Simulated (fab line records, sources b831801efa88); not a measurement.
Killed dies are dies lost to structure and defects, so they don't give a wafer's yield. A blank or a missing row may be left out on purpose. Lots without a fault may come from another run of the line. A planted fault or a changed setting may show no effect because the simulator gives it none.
Chamber matching | flow sfq_line | SFQ_TRILAYER_I5_BARC_OPEN_VIA_ETCH_200 on rie_diel-04: 3 sister chambers
The step etches BARC in O2, target depth 125 nm, time 41.7 s. 3 wafers are shown with their chamber, then 6 later ones without.

WAFERS WITH THEIR CHAMBER
wafer  | chamber | drypump_motor_current_A (A)
L577.4 | 0       | 5.8
L582.3 | 2       | 5.3
L582.4 | 3       | 6.4

WAFERS WITHOUT THEIR CHAMBER
wafer  | drypump_motor_current_A (A)
L582.5 | 5.3
L585.4 | 5.8
L585.5 | 5.4
L589.1 | 5.4
L589.3 | 5.4
L589.4 | 5.8

WHICH CHAMBER EACH WENT THROUGH
wafer  | from the rows above | in truth
L582.5 | 2                   | 2
L585.4 | 0                   | 0
L585.5 | 2                   | 2
L589.1 | 2                   | 2
L589.3 | 2                   | 2
L589.4 | 0                   | 0
Placed correctly: 6 of 6. Can't be placed from these rows: 0. Placed wrongly: 0.
How it was worked out, from the rows above alone: a wafer's distance from a chamber is the root of the sum, over the readings, of the square of ((its reading less the chamber's mean) divided by the reading's scatter). The wafer belongs to the nearest chamber; if the next one is less than 2 further off, it can't be placed. A chamber's mean is the mean of its shown wafers. The scatter: with one shown wafer a chamber, the root of the mean of the squares of how far each hidden wafer lies from its nearest shown one.
